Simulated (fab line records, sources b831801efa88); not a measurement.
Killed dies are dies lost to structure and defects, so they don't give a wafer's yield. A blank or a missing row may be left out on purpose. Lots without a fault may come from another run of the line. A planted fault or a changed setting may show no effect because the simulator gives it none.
Which tool did it? | flow sky130 | 12 lots, 36 wafers sampled, at 5 steps of a route of 708

WHAT THE GAUGES READ, wafer by wafer
The record holds no reading of a measuring or inspecting step that can be judged against a usual standard deviation.

WHICH TOOL RAN EACH LOT (tool, then ch and the chambers of the sampled wafers, then the start)
lot  | SKY_METAL1_SPUTTER_00        | SKY_METAL1_SPUTTER_02        | SKY_METAL1_SPUTTER_03        | SKY_METAL1_SPUTTER_04        | SKY_PAD_OPEN_PROBE_99
L401 | pvd_sputter-04, day 31 01:23 | pvd_sputter-04, day 31 01:26 | pvd_sputter-04, day 31 01:28 | pvd_sputter-04, day 31 01:29 | -
L403 | pvd_sputter-01, day 31 12:52 | pvd_sputter-01, day 31 12:55 | pvd_sputter-01, day 31 12:56 | pvd_sputter-01, day 31 12:57 | -
L404 | pvd_sputter-04, day 32 08:55 | pvd_sputter-04, day 32 08:58 | pvd_sputter-04, day 32 08:59 | pvd_sputter-04, day 32 09:01 | -
L406 | pvd_sputter-04, day 33 05:20 | pvd_sputter-04, day 33 05:23 | pvd_sputter-04, day 33 05:24 | pvd_sputter-04, day 33 05:25 | -
L408 | pvd_sputter-01, day 33 19:28 | pvd_sputter-01, day 33 19:31 | pvd_sputter-01, day 33 19:32 | pvd_sputter-01, day 33 19:34 | -
L416 | pvd_sputter-04, day 36 08:56 | pvd_sputter-04, day 36 08:59 | pvd_sputter-04, day 36 09:01 | pvd_sputter-04, day 36 09:02 | prober-02, day 49 05:07
L417 | pvd_sputter-02, day 37 10:19 | pvd_sputter-02, day 37 10:22 | pvd_sputter-02, day 37 10:23 | pvd_sputter-02, day 37 10:25 | -
L418 | pvd_sputter-02, day 37 14:56 | pvd_sputter-02, day 37 14:58 | pvd_sputter-02, day 37 15:00 | pvd_sputter-02, day 37 15:01 | -
L419 | pvd_sputter-04, day 37 22:56 | pvd_sputter-04, day 37 22:59 | pvd_sputter-04, day 37 23:01 | pvd_sputter-04, day 37 23:01 | prober-01, day 50 06:48
L422 | pvd_sputter-04, day 38 17:34 | pvd_sputter-04, day 38 17:37 | pvd_sputter-04, day 38 17:38 | pvd_sputter-04, day 38 17:40 | -
L423 | pvd_sputter-01, day 38 19:23 | pvd_sputter-01, day 38 19:26 | pvd_sputter-01, day 38 19:28 | pvd_sputter-01, day 38 19:29 | -
L424 | pvd_sputter-02, day 40 08:53 | pvd_sputter-02, day 40 08:56 | pvd_sputter-02, day 40 08:57 | pvd_sputter-02, day 40 08:58 | -
- SKY_METAL1_SPUTTER_00: material Ti, target thk 15 nm, time 10 s.
- SKY_METAL1_SPUTTER_02: material AlCu, target thk 250 nm, time 13.3 s.
- SKY_METAL1_SPUTTER_03: material Ti, target thk 5 nm, time 3.3 s.
- SKY_METAL1_SPUTTER_04: material TiN, target thk 70 nm, time 58.3 s.
- SKY_PAD_OPEN_PROBE_99

WHAT THE TOOLS THEMSELVES READ (means of the sampled wafers that have a number; where no wafer has one, the mark that the record gives instead)
SKY_METAL1_SPUTTER_00. Usual: cathode_dc_power_W 3000.0 W, standard deviation 0.58; throttle_valve_pct 29.9 %, standard deviation 0.9.
lot  | tool           | cathode_dc_power_W (W) | throttle_valve_pct (%) | flag
L401 | pvd_sputter-04 | 2999.6                 | 30.2                   |
L403 | pvd_sputter-01 | 3000.0                 | 30.3                   |
L404 | pvd_sputter-04 | 3000.5                 | 30.1                   |
L406 | pvd_sputter-04 | 3000.4                 | 30.5                   |
L408 | pvd_sputter-01 | 2999.4                 | 30.8                   |
L416 | pvd_sputter-04 | 3000.5                 | 30.2                   |
L417 | pvd_sputter-02 | 2999.1                 | 30.1                   |
L418 | pvd_sputter-02 | 3000.2                 | 29.7                   |
L419 | pvd_sputter-04 | 2999.9                 | 30.1                   |
L422 | pvd_sputter-04 | 3000.5                 | 29.3                   |
L423 | pvd_sputter-01 | 2999.9                 | 31.5                   |
L424 | pvd_sputter-02 | 3000.3                 | 30.0                   |

SKY_METAL1_SPUTTER_02. Usual: cathode_dc_power_W 10600 W, standard deviation 1.8; throttle_valve_pct 29.9 %, standard deviation 0.9.
lot  | tool           | cathode_dc_power_W (W) | throttle_valve_pct (%) | flag
L401 | pvd_sputter-04 | 10600                  | 30.1                   |
L403 | pvd_sputter-01 | 10602                  | 30.4                   |
L404 | pvd_sputter-04 | 10599                  | 30.0                   |
L406 | pvd_sputter-04 | 10600                  | 30.4                   |
L408 | pvd_sputter-01 | 10601                  | 31.0                   |
L416 | pvd_sputter-04 | 10599                  | 30.1                   |
L417 | pvd_sputter-02 | 10599                  | 30.1                   |
L418 | pvd_sputter-02 | 10600                  | 29.7                   |
L419 | pvd_sputter-04 | 10600                  | 30.0                   |
L422 | pvd_sputter-04 | 10603                  | 29.1                   |
L423 | pvd_sputter-01 | 10601                  | 31.4                   |
L424 | pvd_sputter-02 | 10599                  | 30.1                   |

SKY_METAL1_SPUTTER_03. Usual: cathode_dc_power_W 3000.0 W, standard deviation 0.53; throttle_valve_pct 29.9 %, standard deviation 0.91.
lot  | tool           | cathode_dc_power_W (W) | throttle_valve_pct (%) | flag
L401 | pvd_sputter-04 | 3000.2                 | 30.1                   |
L403 | pvd_sputter-01 | 2999.7                 | 30.3                   |
L404 | pvd_sputter-04 | 2904.1                 | 30.0                   | OFF
L406 | pvd_sputter-04 | 2903.8                 | 30.4                   | OFF
L408 | pvd_sputter-01 | 2999.7                 | 31.1                   |
L416 | pvd_sputter-04 | 2999.9                 | 30.2                   |
L417 | pvd_sputter-02 | 3000.3                 | 30.0                   |
L418 | pvd_sputter-02 | 2999.7                 | 29.7                   |
L419 | pvd_sputter-04 | 3000.0                 | 30.0                   |
L422 | pvd_sputter-04 | 2999.7                 | 29.3                   |
L423 | pvd_sputter-01 | 3000.1                 | 31.2                   |
L424 | pvd_sputter-02 | 3000.0                 | 30.2                   |

SKY_METAL1_SPUTTER_04. Usual: cathode_dc_power_W 6499.9 W, standard deviation 1.3; throttle_valve_pct 29.9 %, standard deviation 0.93.
lot  | tool           | cathode_dc_power_W (W) | throttle_valve_pct (%) | flag
L401 | pvd_sputter-04 | 6499.4                 | 29.9                   |
L403 | pvd_sputter-01 | 6499.5                 | 30.4                   |
L404 | pvd_sputter-04 | 6500.0                 | 30.3                   |
L406 | pvd_sputter-04 | 6500.1                 | 30.5                   |
L408 | pvd_sputter-01 | 6499.8                 | 30.9                   |
L416 | pvd_sputter-04 | 6499.0                 | 30.2                   |
L417 | pvd_sputter-02 | 6500.8                 | 30.0                   |
L418 | pvd_sputter-02 | 6499.3                 | 29.8                   |
L419 | pvd_sputter-04 | 6499.9                 | 30.0                   |
L422 | pvd_sputter-04 | 6499.2                 | 29.1                   |
L423 | pvd_sputter-01 | 6499.6                 | 31.4                   |
L424 | pvd_sputter-02 | 6499.7                 | 30.0                   |

SKY_PAD_OPEN_PROBE_99. Usual: defect_limited_yield 82.3 %, standard deviation 2.1; killed_at_M0_to_M3 44, standard deviation 7.2; killed_at_M4_up 3.1, standard deviation 1.7; killed_at_contacts 24, standard deviation 5.2; killed_at_front_end 15, standard deviation 4.1; killed_at_other 0.3, standard deviation 0.61; killed_dies 87, standard deviation 10; killed_open 48, standard deviation 7.5; killed_short 39, standard deviation 6.6; sort_bin_3_pad_short 0.8 %, standard deviation 0.39; sort_bin_5_function 10.4 %, standard deviation 1.7; sort_bin_6_memory 6.5 %, standard deviation 1.1; sort_n_pass 405, standard deviation 10; sort_yield_pct 82.3 %, standard deviation 2.1.
lot  | tool      | defect_limited_yield (%) | killed_at_M0_to_M3 | killed_at_M4_up | killed_at_contacts | killed_at_front_end | killed_at_other | killed_dies | killed_open | killed_short | sort_bin_3_pad_short (%) | sort_bin_5_function (%) | sort_bin_6_memory (%) | sort_n_pass | sort_yield_pct (%) | flag
L416 | prober-02 | 83.7                     | 39                 | 3.0             | 21                 | 17                  | 0.7             | 80          | 45          | 35           | 0.7                      | 8.6                     | 6.8                   | 412         | 83.7               |
L419 | prober-01 | 82.3                     | 57                 | 5.0             | 15                 | 10                  | 0.0             | 87          | 50          | 36           | 0.4                      | 11.4                    | 5.9                   | 405         | 82.3               |

THE ANSWER, worked out from the rows above alone
Rule: a lot is off if the mean of its wafers that have a number lies more than 3 standard deviations from the usual mean. A lot without any number at a reading at which 4 lots or more have one is off too. The other lots that the step has rows for count as sound. The gauges are gone through in route order, then the tools' own readings, and for those a lot's mean is taken as printed above. The first step at which some lot is off is used, and at that step the reading that is off furthest; a lot without a number counts as furthest.
Off: L404, L406, at SKY_METAL1_SPUTTER_03 (cathode_dc_power_W).
A tool fits if, at that step or a process step before it, it ran every lot that is off, and no sound lot after the first of them. None of those tried fits.

WHAT THE SIMULATOR HAD PUT IN
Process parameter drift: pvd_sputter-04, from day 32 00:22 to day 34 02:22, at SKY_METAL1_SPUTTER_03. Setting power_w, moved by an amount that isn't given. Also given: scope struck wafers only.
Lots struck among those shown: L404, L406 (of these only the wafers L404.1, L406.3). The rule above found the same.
